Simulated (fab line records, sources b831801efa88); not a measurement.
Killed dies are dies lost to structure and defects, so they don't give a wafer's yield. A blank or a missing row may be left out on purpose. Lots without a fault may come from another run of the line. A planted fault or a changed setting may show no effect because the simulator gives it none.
fab line records | flow sky130
record lots=5 wafers=15 last_day=50
route steps=708 shown VIA2@524 METAL3@532 CAPM@537 PAD_OPEN@708
lots that met no fault: from a run of the same line without faults
start_h: hours from the record's first day to the start of the lot's first wafer shown | wait_h: hours since the lot's step before | " the same as in the row above | L1.1+2: a row that stands for several wafers | - no value, or no start given | * or withheld: withheld | < > ~ a bound
route shown NAME@n: a module of which the file shows steps, and the number in the route of the first | usual: mean/standard deviation of fault-free wafers | same: alike in all rows | chamber/n: place in a boat | sites: the reading at each site | _std_site: their standard deviation | _edge_site: outer sites' mean less inner sites' | radius_mm: how far each site lies from the wafer's centre | mask NAME#n: copy n | behind: the tool/chamber that last shaped the wafer | hold: why the lot was held/for how many hours/how that ended | device: the transistor (n, p or np) that didn't switch | end of line: the same wafers' tests at the end of the route | a step without rows: its recipe alone | killed: dies lost to structure and defects at the first sort, not the wafer's yield | map: a wafer's dies, x killed, . not, _ none there
set.NAME: the setting as run; set.NAME@STEP: as run at that earlier step | model.NAME: the simulator's own value behind a step, which no gauge read
lots at some steps of the route; a table a step, a row a wafer
services: from which hour (start_h, from the record's first day; less than 0 if before it) a tool's chamber was out of use, for how many hours, and why
## steps
# step SKY_VIA2_STRIP_17
# recipe chemistry=post_etch_residue_remover time_s=1200 temp_c=72.5
# step SKY_VIA2_CLEAN_18
# recipe chemistry=IPA time_s=180 temp_c=25
# step SKY_VIA2_CLEAN_19
# recipe chemistry=O3/DIW dry=n2_spin
# step SKY_VIA2_SPUTTER_20
# recipe material=TiN target_thk_nm=20 chamber_pressure_pa=5 power_w=3847 time_s=80
# usual throttle_valve_pct=29.8/1.1
# columns lot.wafer tool chamber start_h wait_h throttle_valve_pct
L500.1 pvd_sputter-01 - 838.62 0.0 31.3
L500.2 " - " " 30.8
L500.5 " - " " 30.5
L503.3 pvd_sputter-02 - 883.20 0.0 30.1
L503.5 " - " " 30.6
L503.6 " - " " 28.3
L510.1 pvd_sputter-04 - 920.70 0.0 31.1
L510.5 " - " " 29.6
L510.6 " - " " 31.8
L518.1 pvd_sputter-01 - 975.54 0.0 31.2
L518.2 " - " " 30.7
L518.4 " - " " 31.0
L523.1 pvd_sputter-02 - 1032.12 0.0 28.5
L523.3 " - " " 29.8
L523.5 " - " " 28.1
# step SKY_VIA2_CVD_21
# recipe material=W target_thk_nm=420 time_s=126.4 temp_c=400 pressure_torr=40
# usual heater_power_w=816/87
# columns lot.wafer tool chamber start_h wait_h heater_power_w
L500.1 cvd_w-01 0 838.68 0.0 866
L500.2 " 1 " " 971
L500.5 " 1 " " 962
L503.3 cvd_w-02 1 883.30 0.1 734
L503.5 " 1 " " 744
L503.6 " 0 " " 731
L510.1 cvd_w-01 0 920.76 0.0 824
L510.5 " 0 " " 807
L510.6 " 1 " " 938
L518.1 cvd_w-01 0 975.60 0.0 806
L518.2 " 1 " " 903
L518.4 " 1 " " 941
L523.1 cvd_w-02 1 1032.18 0.0 735
L523.3 " 1 " " 747
L523.5 " 0 " " 717
# step SKY_VIA2_RS_MEAS_22
# recipe thk_meas_gauge=four-point-probe reads=W_of_VIA2_CVD_21+TiN_of_VIA2_SPUTTER_20
# usual VIA2_W_RS=0.2756/0.0025
# columns lot.wafer tool chamber start_h wait_h VIA2_W_RS[ohm/sq]
L500.1 film_metro-03 - 838.81 0.1 0.2768
L500.2 " - " " 0.2741
L500.5 " - " " 0.2759
L503.3 film_metro-03 - 883.43 0.1 0.2771
L503.5 " - " " 0.2774
L503.6 " - " " 0.2780
L510.1 film_metro-03 - 920.89 0.1 0.2751
L510.5 " - " " 0.2719
L510.6 " - " " 0.2770
L518.1 film_metro-02 - 975.73 0.1 0.2747
L518.2 " - " " 0.2768
L518.4 " - " " 0.2750
L523.1 film_metro-03 - 1032.32 0.1 0.2794
L523.3 " - " " 0.2744
L523.5 " - " " 0.2764
# step SKY_VIA2_THK_MEAS_23
# recipe thk_meas_gauge=xrf reads=W_of_VIA2_CVD_21
# usual VIA2_W_THK=431/4.1
# columns lot.wafer tool chamber start_h wait_h VIA2_W_THK[nm]
L500.1 film_metro-03 - 838.93 0.1 426
L500.2 " - " " 437
L500.5 " - " " 430
L503.3 film_metro-03 - 883.53 0.1 433
L503.5 " - " " 430
L503.6 " - " " 434
L510.1 film_metro-03 - 921.01 0.1 435
L510.5 " - " " 444
L510.6 " - " " 429
L518.1 film_metro-02 - 975.85 0.1 432
L518.2 " - " " 427
L518.4 " - " " 429
L523.1 film_metro-03 - 1032.44 0.1 426
L523.3 " - " " 434
L523.5 " - " " 431
# step SKY_VIA2_CMP_24
# recipe stop_on=SiO2 t_overpolish_s=20 down_force_psi=3.5 platen_rpm=60 target_thk_nm=0 pad_velocity_m_s=0.94248
# step SKY_METAL3_SPUTTER_00
# recipe material=Ti target_thk_nm=15 power_w=3000 time_s=10 chamber_pressure_pa=0.4
# step SKY_METAL3_SPUTTER_01
# recipe material=TiN target_thk_nm=20 power_w=6500 time_s=16.7 chamber_pressure_pa=0.4
# usual throttle_valve_pct=29.8/1.1
# columns lot.wafer tool chamber start_h wait_h throttle_valve_pct
L500.1 pvd_sputter-02 - 839.31 0.0 29.9
L500.2 " - " " 28.3
L500.5 " - " " 30.6
L503.3 pvd_sputter-02 - 883.89 0.0 28.4
L503.5 " - " " 29.6
L503.6 " - " " 28.4
L510.1 pvd_sputter-01 - 921.61 0.0 31.0
L510.5 " - " " 31.3
L510.6 " - " " 30.8
L518.1 pvd_sputter-01 - 976.23 0.0 31.3
L518.2 " - " " 30.6
L518.4 " - " " 30.6
L523.1 pvd_sputter-03 - 1032.82 0.0 29.9
L523.3 " - " " 28.5
L523.5 " - " " 30.5
# step SKY_METAL3_SPUTTER_02
# recipe material=AlCu target_thk_nm=735 power_w=10600 time_s=39.1 chamber_pressure_pa=0.4
# step SKY_METAL3_SPUTTER_03
# recipe material=Ti target_thk_nm=5 power_w=3000 time_s=3.3 chamber_pressure_pa=0.4
# step SKY_METAL3_SPUTTER_04
# recipe material=TiN target_thk_nm=70 power_w=6500 time_s=58.3 chamber_pressure_pa=0.4
# usual throttle_valve_pct=29.8/1.1
# columns lot.wafer tool chamber start_h wait_h throttle_valve_pct model.TiN_of_METAL3_SPUTTER_04.thk_nm
L500.1 pvd_sputter-02 - 839.40 0.0 29.7 69.32
L500.2 " - " " 28.2 68.91
L500.5 " - " " 30.9 68.91
L503.3 pvd_sputter-02 - 883.97 0.0 28.4 68.92
L503.5 " - " " 29.7 69.62
L503.6 " - " " 28.4 69.32
L510.1 pvd_sputter-01 - 921.69 0.0 30.9 70.56
L510.5 " - " " 31.2 70.06
L510.6 " - " " 30.5 70.52
L518.1 pvd_sputter-01 - 976.31 0.0 31.2 101.1
L518.2 " - " " 30.9 71.2
L518.4 " - " " 30.8 71.24
L523.1 pvd_sputter-03 - 1032.90 0.0 30.1 70.9
L523.3 " - " " 28.6 70.99
L523.5 " - " " 30.6 70.51
# step SKY_CAPM_CVD_00
# recipe material=SiO2 target_thk_nm=15.5 temp_c=400 time_s=withheld rf_w=450
# usual heater_power_w=709/83
# columns lot.wafer tool chamber start_h wait_h heater_power_w
L500.1 pecvd-03 0 839.45 0.0 662
L500.2 " 2 " " 671
L500.5 " 0 " " 662
L503.3 pecvd-01 2 884.02 0.0 688
L503.5 " 2 " " 679
L503.6 " 1 " " 840
L510.1 pecvd-04 0 921.74 0.0 678
L510.5 " 2 " " 655
L510.6 " 0 " " 663
L518.1 pecvd-03 2 976.36 0.0 685
L518.2 " 1 " " 772
L518.4 " 0 " " 664
L523.1 pecvd-04 0 1032.95 0.0 633
L523.3 " 1 " " 698
L523.5 " 1 " " 696
# step SKY_CAPM_THK_MEAS_01
# recipe reads=SiO2_of_CAPM_CVD_00
# usual CAPM_CVD_00_THK=15.56/0.22
# columns lot.wafer tool chamber start_h wait_h CAPM_CVD_00_THK[nm]
L500.1 film_metro-04 - 839.48 - 15.27
L500.2 " - " " 14.98
L500.5 " - " " 15.51
L503.3 film_metro-02 - 884.06 - 15.65
L503.5 " - " " 15.86
L503.6 " - " " 15.78
L510.1 film_metro-02 - 921.76 - 15.36
L510.5 " - " " 15.83
L510.6 " - " " 15.53
L518.1 film_metro-02 - 976.38 - 15.14
L518.2 " - " " 15.53
L518.4 " - " " 15.72
L523.1 film_metro-02 - 1032.97 - 15.65
L523.3 " - " " 15.50
L523.5 " - " " 15.94
# step SKY_CAPM_SPUTTER_02
# recipe material=TiN target_thk_nm=200 temp_c=300 power_w=6500 time_s=166.7 chamber_pressure_pa=0.4
# step SKY_CAPM_RS_MEAS_03
# recipe thk_meas_gauge=four-point-probe reads=TiN_of_CAPM_SPUTTER_02
# usual CAPM_TIN_RS=6.92/0.055
# columns lot.wafer tool chamber start_h wait_h CAPM_TIN_RS[ohm/sq]
L500.1 film_metro-04 - 839.65 0.1 6.97
L500.2 " - " " 6.93
L500.5 " - " " 6.94
L503.3 film_metro-04 - 884.25 0.1 6.88
L503.5 " - " " 7.01
L503.6 " - " " 6.87
L510.1 film_metro-02 - 921.93 0.1 6.88
L510.5 " - " " 6.84
L510.6 " - " " 6.89
L518.1 film_metro-03 - 976.55 0.1 6.90
L518.2 " - " " 6.86
L518.4 " - " " 6.94
L523.1 film_metro-03 - 1033.14 0.1 6.90
L523.3 " - " " 6.94
L523.5 " - " " 6.85
# step SKY_CAPM_THK_MEAS_04
# recipe thk_meas_gauge=xrf reads=TiN_of_CAPM_SPUTTER_02
# usual CAPM_TIN_THK=199.1/2.1
# columns lot.wafer tool chamber start_h wait_h CAPM_TIN_THK[nm]
L500.1 film_metro-04 - 839.77 0.1 198.5
L500.2 " - " " 199.9
L500.5 " - " " 198.1
L503.3 film_metro-04 - 884.35 0.1 199.7
L503.5 " - " " 197.5
L503.6 " - " " 200.9
L510.1 film_metro-02 - 922.05 0.1 200.6
L510.5 " - " " 202.4
L510.6 " - " " 201.0
L518.1 film_metro-03 - 976.67 0.1 197.4
L518.2 " - " " 199.4
L518.4 " - " " 196.3
L523.1 film_metro-03 - 1033.26 0.1 197.0
L523.3 " - " " 196.3
L523.5 " - " " 198.1
# step SKY_CAPM_DEHYDRATE_05
# recipe temp_c=200 time_s=60
# step SKY_CAPM_HMDS_06
# recipe prime_time_s=60 prime_temp_c=120
# step SKY_CAPM_COAT_07
# recipe resist=NOVOLAK spin_rpm=3000 resist_thk_nm=1140
# step SKY_CAPM_SOFTBAKE_08
# recipe temp_c=90 time_s=60 resist=NOVOLAK
# step SKY_CAPM_EXPOSE_09
# recipe mask_id=CAPM na=0.6 source_shape=conventional sigma_outer=0.6 polarization=unpolarized target_cd_nm=1000 dose_mj=159
# step SKY_CAPM_PEB_10
# recipe temp_c=withheld time_s=* resist=NOVOLAK
# step SKY_CAPM_DEVELOP_11
# recipe resist=NOVOLAK developer=TMAH develop_time_s=60 dev_temp_c=23
# step SKY_CAPM_OVL_MEAS_12
# usual CAPM_OVL=0.2/1.2
# columns lot.wafer tool chamber start_h wait_h CAPM_OVL[nm]
L500.1 overlay-01 - 865.35 0.1 -1.8
L500.2 " - " " -1.2
L500.5 " - " " -0.6
L503.3 overlay-01 - 909.11 0.1 -3.0
L503.5 " - " " -0.7
L503.6 " - " " -0.1
L510.1 overlay-02 - 945.32 0.1 -0.2
L510.5 " - " " 0.9
L510.6 " - " " 1.1
L518.1 overlay-02 - 998.94 0.1 1.1
L518.2 " - " " -1.2
L518.4 " - " " 1.2
L523.1 overlay-02 - 1054.52 0.1 -0.3
L523.3 " - " " 0.4
L523.5 " - " " 2.0
# step SKY_CAPM_METAL_ETCH_13
# recipe target_depth_nm=220 stop_on=SiO2 chemistry=Cl2/BCl3 target=TiN pressure_mtorr=10 icp_w=900 bias_w=48.5 Cl2_flow_sccm=60 bcl3_flow_sccm=30 time_s=62.9
# step SKY_CAPM_STRIP_14
# recipe chemistry=O2/N2 power_w=1400 pressure_mtorr=1500 platen_temp_c=withheld o2_flow_sccm=3000 n2_flow_sccm=300 overash_fraction=0.5
# step SKY_CAPM_STRIP_15
# recipe chemistry=post_etch_residue_remover time_s=1200 temp_c=72.5
# step SKY_CAPM_CLEAN_16
# recipe chemistry=IPA time_s=180 temp_c=25
# step SKY_CAPM_CLEAN_17
# recipe chemistry=O3/DIW dry=n2_spin
# step SKY_METAL3_DEHYDRATE_05
# recipe temp_c=200 time_s=60
# step SKY_METAL3_HMDS_06
# recipe prime_time_s=60 prime_temp_c=120
# step SKY_METAL3_COAT_07
# recipe resist=BARC temp_c=withheld time_s=withheld spin_rpm=3000 resist_thk_nm=60
# step SKY_METAL3_COAT_08
# recipe resist=KrF-thick spin_rpm=3000 resist_thk_nm=1140
# step SKY_METAL3_SOFTBAKE_09
# recipe temp_c=100 time_s=90 resist=KrF-thick
# step SKY_METAL3_EXPOSE_10
# recipe mask_id=MM3 na=0.68 source_shape=annular sigma_inner=0.4 sigma_outer=0.8 target_cd_nm=300 dose_mj=28.65
# step SKY_METAL3_PEB_11
# recipe peb_temp_c=withheld peb_time_s=withheld resist=KrF-thick
# step SKY_METAL3_DEVELOP_12
# recipe develop_time_s=60 resist=KrF-thick dev_temp_c=21
# step SKY_METAL3_CD_MEAS_13
# recipe target_cd_nm=300
# usual cd_nm=299.6/1.4
# columns lot.wafer tool chamber start_h wait_h cd_nm
L500.1 cd_sem-01 - 892.65 - 300.7
L500.2 " - " " 301.0
L500.5 " - " " 301.1
L503.3 cd_sem-02 - 934.44 - 299.6
L503.5 " - " " 301.2
L503.6 " - " " 301.3
L510.1 cd_sem-02 - 970.50 - 300.0
L510.5 " - " " 300.4
L510.6 " - " " 303.0
L518.1 cd_sem-02 - 1022.50 - 299.0
L518.2 " - " " 299.8
L518.4 " - " " 300.1
L523.1 cd_sem-01 - 1076.15 - 301.3
L523.3 " - " " 300.1
L523.5 " - " " 300.5
# step SKY_METAL3_OVL_MEAS_14
# usual METAL3_OVL=-1/5.4
# columns lot.wafer tool chamber start_h wait_h METAL3_OVL[nm]
L500.1 overlay-01 - 892.77 0.1 -9
L500.2 " - " " -4
L500.5 " - " " -2
L503.3 overlay-01 - 934.54 0.1 -2
L503.5 " - " " -4
L503.6 " - " " 0
L510.1 overlay-01 - 970.62 0.1 1
L510.5 " - " " -5
L510.6 " - " " 5
L518.1 overlay-01 - 1022.62 0.1 0
L518.2 " - " " 3
L518.4 " - " " -6
L523.1 overlay-01 - 1076.27 0.1 -4
L523.3 " - " " 2
L523.5 " - " " -3
# step SKY_METAL3_DESCUM_15
# recipe chemistry=O2 source_power_w=150 bias_power_w=0 pressure_mtorr=10 temp_c=40 time_s=8
# usual drypump_motor_current_A=5.6/0.45 oes_product_au=0.998/0.0085
# same bias_power_w=0
# columns lot.wafer tool chamber start_h wait_h drypump_motor_current_A oes_product_au rf_hours_counter_h
L500.1 rie_metal-02 1 892.81 0.0 5.8 1.015 19
L500.2 " 0 " " 6.4 1.000 3
L500.5 " 0 " " 6.4 1.001 -
L503.3 rie_metal-04 1 934.58 0.0 5.4 0.990 -
L503.5 " 1 " " 5.4 0.997 -
L503.6 " 1 " " 5.4 0.987 -
L510.1 rie_metal-03 1 970.66 0.0 5.0 0.991 10
L510.5 " 1 " " 5.0 0.994 -
L510.6 " 0 " " 5.5 0.997 -
L518.1 rie_metal-04 1 1022.66 0.0 5.4 0.991 17
L518.2 " 0 " " 6.1 0.996 5
L518.4 " 1 " " 5.4 0.990 -
L523.1 rie_metal-03 0 1076.30 0.0 5.5 1.008 9
L523.3 " 0 " " 5.6 1.007 -
L523.5 " 0 " " 5.5 0.997 -
# step SKY_METAL3_ETCH_17
# recipe target=SiO2 stop_on=TiN chemistry=C4F8/O2/Ar source_w=1500 bias_w=1200 pressure_mtorr=40 c4f8_flow_sccm=withheld O2_flow_sccm=6 Ar_flow_sccm=300 time_s=4.073 target_depth_a=150
# usual oes_product_au=0.743/0.0074
# columns lot.wafer tool chamber start_h wait_h oes_product_au rf_hours_counter_h model.TiN_of_METAL3_SPUTTER_04.thk_nm
L500.1 rie_diel-01 3 892.94 0.1 0.739 20 69.29
L500.2 " 1 " " 0.721 4 68.87
L500.5 " 1 " " 0.740 - 68.87
L503.3 rie_diel-04 2 934.82 0.1 0.756 16 68.88
L503.5 " 2 " " 0.752 - 69.59
L503.6 " 3 " " 0.746 - 69.28
L510.1 rie_diel-04 0 970.79 0.1 0.739 15 70.52
L510.5 " 3 " " 0.753 - 70.03
L510.6 " 0 " " 0.743 - 70.48
L518.1 rie_diel-04 0 1022.79 0.1 0.738 16 101.1
L518.2 " 3 " " 0.742 12 71.16
L518.4 " 1 " " 0.746 12 71.2
L523.1 rie_diel-01 1 1076.43 0.1 0.748 10 70.87
L523.3 " 3 " " 0.736 26 70.95
L523.5 " 1 " " 0.753 - 70.47
# step SKY_PAD_OPEN_PROBE_99
# usual defect_limited_yield=81.9/1.9 killed_at_M0_to_M3=45/7.9 killed_at_M4_up=2.9/1.8 killed_at_contacts=25/5.5 killed_at_front_end=16/4.4 killed_at_other=0.3/0.58 killed_dies=89/9.4 killed_open=49/6.8 killed_short=40/6.3 sort_bin_3_pad_short=0.9/0.41 sort_bin_5_function=10.8/1.5 sort_bin_6_memory=6.4/1.2 sort_n_pass=403/9.4 sort_yield_pct=81.9/1.9
# same gross_dies=492 killed_at_back_side=0 sort_bin_4_leakage[%]=0 sort_bin_8_speed[%]=0
# columns lot.wafer tool chamber start_h wait_h defect_limited_yield[%] killed_at_M0_to_M3 killed_at_M4_up killed_at_contacts killed_at_front_end killed_at_other killed_dies killed_open killed_short sort_bin_3_pad_short[%] sort_bin_5_function[%] sort_bin_6_memory[%] sort_n_pass sort_yield_pct[%] model.etest.via3_chain.rc_ohm
L500.1 prober-02 - 1067.05 0.1 80.5 58 3 17 17 1 96 50 44 1.4 11.8 6.3 396 80.5 9.784
L500.2 prober-02 - 1067.10 0.1 78.7 63 1 24 15 2 105 54 50 0.8 13.6 6.9 387 78.7 9.982
L500.5 prober-02 - 1067.25 0.2 80.7 59 1 23 12 0 95 59 35 1.0 12.4 5.9 397 80.7 9.337
L503.3 prober-01 - 1101.46 0.2 85.2 42 1 19 11 0 73 40 33 1.2 8.7 4.9 419 85.2 9.497
L503.5 prober-01 - 1101.56 0.2 85.2 40 1 22 10 0 73 39 34 0.8 8.1 5.9 419 85.2 9.757
L503.6 prober-01 - 1101.61 0.2 80.7 48 4 24 18 1 95 58 37 0.4 12.2 6.7 397 80.7 9.967
L510.1 prober-02 - 1130.80 0.1 80.7 46 6 23 20 0 95 51 44 0.8 11.2 7.3 397 80.7 9.626
L510.5 prober-02 - 1131.00 0.2 82.9 40 2 24 18 0 84 51 29 0.4 11.4 5.3 408 82.9 9.261
L510.6 prober-02 - 1131.05 0.2 82.1 42 5 29 12 0 88 45 42 0.6 11.6 5.7 404 82.1 9.426
L518.1 prober-02 - 1175.89 0.1 78.3 59 4 24 20 0 107 51 56 0.8 12.8 8.1 385 78.3 11.02
L518.2 prober-02 - 1175.94 0.1 79.1 56 7 25 13 2 103 51 51 0.6 13.4 6.9 389 79.1 9.524
L518.4 prober-02 - 1176.04 0.2 81.9 49 2 21 17 0 89 61 28 0.6 9.8 7.7 403 81.9 10.14
L523.1 prober-01 - 1209.52 0.1 81.7 39 3 30 18 0 90 47 43 0 12.8 5.5 402 81.7 9.414
L523.3 prober-01 - 1209.62 0.2 81.5 46 4 29 12 0 91 47 44 1.0 12.0 5.5 401 81.5 10.46
L523.5 prober-01 - 1209.72 0.2 81.7 53 3 22 12 0 90 45 45 0.8 11.8 5.7 402 81.7 9.862
# killed by level:class
L500.1 VIA1:geometric_particle:open=14 VIA3:geometric_particle:open=12 METAL2:geometric_particle:short=8 CONTACT:geometric_particle:open=6 VIA1:geometric_particle:short=6 METAL3:geometric_particle:short=5 LI_CONTACT:geometric_particle:open=4 CONTACT:geometric_particle:short=4
L500.2 VIA1:geometric_particle:open=18 VIA2:geometric_particle:open=10 VIA1:geometric_particle:short=9 CONTACT:geometric_particle:open=7 METAL1:geometric_particle:short=6 METAL2:geometric_particle:short=5 LI_CONTACT:geometric_particle:open=5 LOCAL_INTERCONNECT:geometric_particle:short=5
L500.5 VIA1:geometric_particle:open=13 VIA2:geometric_particle:open=11 METAL2:geometric_particle:short=10 LI_CONTACT:geometric_particle:open=7 CONTACT:geometric_particle:open=6 LOCAL_INTERCONNECT:geometric_particle:short=5 METAL1:geometric_particle:short=5 METAL2:geometric_particle:open=5
L503.3 CONTACT:geometric_particle:open=9 METAL1:geometric_particle:short=8 VIA1:geometric_particle:open=8 VIA3:geometric_particle:open=6 METAL3:geometric_particle:short=5 LI_CONTACT:geometric_particle:open=5 METAL2:geometric_particle:short=4 FIELD_ISO:geometric_particle:short=3
L503.5 LOCAL_INTERCONNECT:geometric_particle:short=8 VIA1:geometric_particle:open=8 CONTACT:geometric_particle:open=7 VIA3:geometric_particle:open=7 METAL1:geometric_particle:short=6 VIA2:geometric_particle:open=6 LI_CONTACT:geometric_particle:open=4 METAL2:geometric_particle:short=4
L503.6 VIA2:geometric_particle:open=14 CONTACT:geometric_particle:open=11 LI_CONTACT:geometric_particle:open=8 VIA1:geometric_particle:open=8 VIA3:geometric_particle:open=7 METAL2:geometric_particle:short=6 VIA1:geometric_particle:short=5 FIELD_ISO:geometric_particle:open=4
L510.1 VIA1:geometric_particle:open=14 CONTACT:geometric_particle:open=9 LI_CONTACT:geometric_particle:open=6 METAL1:geometric_particle:short=6 METAL2:geometric_particle:short=6 FIELD_ISO:geometric_particle:short=5 VIA2:geometric_particle:open=5 LI_CONTACT:geometric_particle:short=4
L510.5 CONTACT:geometric_particle:open=10 VIA1:geometric_particle:open=8 LI_CONTACT:geometric_particle:open=7 VIA2:geometric_particle:open=6 VIA3:geometric_particle:open=6 SPACER:geometric_particle:open=5 METAL1:geometric_particle:short=5 METAL2:geometric_particle:short=5
L510.6 CONTACT:geometric_particle:open=11 VIA1:geometric_particle:open=9 METAL2:geometric_particle:short=7 LI_CONTACT:geometric_particle:open=6 VIA2:geometric_particle:open=5 METAL1:geometric_particle:short=4 LI_CONTACT:geometric_particle:short=4 LOCAL_INTERCONNECT:geometric_particle:short=4
L518.1 VIA2:geometric_particle:open=16 CONTACT:geometric_particle:open=11 FIELD_ISO:geometric_particle:short=10 METAL2:geometric_particle:short=10 METAL1:geometric_particle:short=8 VIA1:geometric_particle:short=7 LI_CONTACT:geometric_particle:open=6 VIA1:geometric_particle:open=6
L518.2 VIA1:geometric_particle:open=11 METAL2:geometric_particle:short=11 CONTACT:geometric_particle:open=9 LI_CONTACT:geometric_particle:open=8 VIA1:geometric_particle:short=8 METAL4:geometric_particle:short=6 VIA2:geometric_particle:open=6 VIA3:geometric_particle:open=5
L518.4 VIA1:geometric_particle:open=18 LI_CONTACT:geometric_particle:open=8 VIA1:geometric_particle:short=7 FIELD_ISO:geometric_particle:open=6 CONTACT:geometric_particle:open=6 VIA2:geometric_particle:open=6 METAL2:geometric_particle:short=5 VIA3:geometric_particle:open=5
L523.1 VIA1:geometric_particle:open=15 CONTACT:geometric_particle:open=8 POLY_GATE:geometric_particle:short=7 LI_CONTACT:geometric_particle:open=6 CONTACT:geometric_particle:short=6 LOCAL_INTERCONNECT:geometric_particle:short=5 METAL1:geometric_particle:short=5 LI_CONTACT:geometric_particle:short=4
L523.3 CONTACT:geometric_particle:open=9 VIA3:geometric_particle:open=8 LI_CONTACT:geometric_particle:open=7 METAL2:geometric_particle:short=7 FIELD_ISO:geometric_particle:short=6 VIA1:geometric_particle:open=5 LOCAL_INTERCONNECT:geometric_particle:open=4 LOCAL_INTERCONNECT:geometric_particle:short=4
L523.5 VIA1:geometric_particle:open=10 VIA2:geometric_particle:short=7 VIA2:geometric_particle:open=7 LOCAL_INTERCONNECT:geometric_particle:short=6 METAL3:geometric_particle:short=6 LI_CONTACT:geometric_particle:open=5 CONTACT:geometric_particle:open=5 VIA1:geometric_particle:short=5
## services
# columns tool chamber start_h hours kind
rie_diel-04 3 821.37 5.9 repair
rie_diel-04 2 828.78 4.1 repair
cvd_w-02 - 829.85 1.0 repair
pecvd-03 - 831.14 2.8 pm
cvd_w-01 - 833.73 4.3 pm
rie_diel-01 0 841.66 4.7 repair
pecvd-04 - 854.38 2.8 repair
rie_metal-03 0 857.13 14.4 repair
pvd_sputter-02 - 858.62 2.3 repair
cvd_w-02 1 876.03 5.0 repair
rie_diel-04 3 900.35 9.3 repair
rie_diel-04 1 901.29 7.9 repair
cvd_w-01 - 904.00 14.0 pm
pecvd-04 0 905.96 10.8 repair
rie_diel-04 2 939.41 10.4 repair
rie_metal-03 - 941.03 0.8 repair
pecvd-04 1 951.35 11.5 repair
pecvd-04 - 959.95 2.8 pm
rie_diel-01 - 962.77 0.3 repair
pecvd-04 0 963.57 4.1 repair
pecvd-03 - 966.72 1.5 repair
rie_diel-04 0 1009.69 4.9 repair
rie_diel-04 2 1052.84 2.4 repair
rie_diel-04 - 1061.96 0.6 repair
## key
first_sign none at tools or gauges
model_effect step=SKY_METAL3_SPUTTER_04 value=TiN_of_METAL3_SPUTTER_04.thk_nm without=71 struck=101.1
model_effect step=SKY_METAL3_ETCH_17 value=TiN_of_METAL3_SPUTTER_04.thk_nm without=70.96 struck=101.1
model_effect step=SKY_PAD_OPEN_PROBE_99 value=etest.via3_chain.rc_ohm without=10.13 struck=11.02
met_at SKY_METAL3_SPUTTER_04
struck_wafers L518.1
onset_between 921.69 976.31
fault kind=process_parameter_drift tool=pvd_sputter-01 chamber=- onset_h=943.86 steps=SKY_METAL3_SPUTTER_04 channel=target_thk_nm offset=30.14 shape=step end_h=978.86 acts_in=these_recipes_only stated=70 scope=struck_wafers_only
